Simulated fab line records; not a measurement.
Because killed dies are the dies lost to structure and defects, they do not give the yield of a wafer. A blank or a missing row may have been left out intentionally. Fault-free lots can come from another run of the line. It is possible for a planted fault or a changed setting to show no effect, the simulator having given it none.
Comparing a struck lot with a sound one / flow gf180mcu / 22 steps out of a route of 602
Sound: the wafers L954.2, L954.3, L954.5. Wafers L964.1, L964.2, L964.4 were the ones struck. The cause comes at the end.
At each step with rows: each side's tool, then ch and its chambers, then its first start. Under that, the readings that differ: sound wafers / struck wafers / difference of the means / sigmas: that difference in standard deviations of wafers without a fault.
alike: same words and numbers on both sides, and readings whose means sit less than 2 such deviations apart. not compared: any withheld reading, any reading some wafer has no value for, any bound like >300 that may hide the same value, and any number with overlapping values for which the record gives no deviation.
Wherever a step has rows on one side only, a row that says differs or no value, or a row with sigmas, the two part there. Numbers that have no deviation but don't overlap get no sigmas and don't part them. Lack of a reading on every wafer of one side parts them only where that side has two or more wafers.

GF_HV_LDD_CD_MEAS_31: the cd target is 400 nm.
  sound on cdSem-02 at day 11 07:41; struck on cdSem-01 at day 14 22:55
  alike: cdNm
GF_HV_LDD_OVL_MEAS_32:
  sound on overlay-02 at day 11 07:47; struck on overlay-01 at day 14 23:02
  alike: HV_LDD_02_OVL
then, 4 steps without rows for these wafers: GF_HV_LDD_IMPLANT_33; GF_HV_LDD_IMPLANT_34; GF_HV_LDD_IMPLANT_35; GF_HV_LDD_IMPLANT_36.
GF_HV_LDD_STRIP_37: strips in O2/N2.
  sound on plasmaAsher-02 ch 0,1, day 11 08:25; struck on plasmaAsher-02 ch 0,1, day 14 23:40
  alike: drypumpMotorCurrentA, heaterPowerW, oesProductAu, stripTimeToEndpointS
  not compared: rfHoursCounterH
GF_HV_LDD_TW_MEAS_38:
  sound on filmMetro-01 at day 11 08:32; struck on filmMetro-03 at day 14 23:46
  alike: HV_LDD_3_TW
then, 4 steps without rows for these wafers: GF_HV_LDD_DEHYDRATE_39 (time 60 s); GF_HV_LDD_HMDS_40 (prime time 60 s); GF_HV_LDD_COAT_41 (resist thk 1000 nm); GF_HV_LDD_SOFTBAKE_42 (time 60 s).
GF_HV_LDD_EXPOSE_43: exposes mask Pplus HV AREA, target cd 400 nm.
  sound on ilineStepper-02 ch 0, day 11 18:16; struck on ilineStepper-01 ch 0, day 15 10:26
reading=mask; sound=Pplus_HV_AREA#0 Pplus_HV_AREA#0 Pplus_HV_AREA#0; struck=Nplus#0 Nplus#0 Nplus#0; difference=differs; sigmas=
then, 2 steps without rows for these wafers: GF_HV_LDD_PEB_44; GF_HV_LDD_DEVELOP_45 (develop time 60 s).
GF_HV_LDD_CD_MEAS_46: the cd target is 400 nm.
  sound on cdSem-01 at day 12 03:17; struck on cdSem-02 at day 15 20:55
reading=cdNm (nm); sound=396.0 397.9 396.4; struck=- - -; difference=no value on the struck wafers; sigmas=
GF_HV_LDD_OVL_MEAS_47:
  sound on overlay-01 at day 12 03:23; struck on overlay-01 at day 15 21:02
reading=HV_LDD_03_OVL (nm); sound=1.3 2.7 2.9; struck=- - -; difference=no value on the struck wafers; sigmas=
after that, 1 step had no rows for these wafers: GF_HV_LDD_IMPLANT_48.
GF_HV_LDD_STRIP_49: strips in O2/N2.
  sound on plasmaAsher-04 ch 0, day 12 03:34; struck on plasmaAsher-02 ch 0,1, day 15 21:13
  alike: drypumpMotorCurrentA, heaterPowerW, oesProductAu, stripTimeToEndpointS
  not compared: rfHoursCounterH
GF_HV_LDD_TW_MEAS_50:
  sound on filmMetro-04 at day 12 03:41; struck on filmMetro-04 at day 15 21:19
reading=HV_LDD_4_TW; sound=567.9 566.9 568.6; struck=30.2 30.1 30.1; difference=-537.7; sigmas=-99 or more
then, 1 step without rows for these wafers: GF_HV_LDD_CLEAN_51 (cleans in SC1/SC2, time 150 s).
-- a jump in the record: the struck wafers' starts before and after are 16 days apart (it breaks off in module HV_LDD and resumes in module PASSIVATION, where the first step shown is number 602 of the route) --
GF_PASSIVATION_PROBE_99:
  rows exist in the record for the struck wafers here (prober-02, day 32 00:48), but not for the sound ones

== WHERE THEY PART ==
Earliest at GF_HV_LDD_EXPOSE_43; latest, in this record, at GF_PASSIVATION_PROBE_99.

WHY: the cause the simulator had injected
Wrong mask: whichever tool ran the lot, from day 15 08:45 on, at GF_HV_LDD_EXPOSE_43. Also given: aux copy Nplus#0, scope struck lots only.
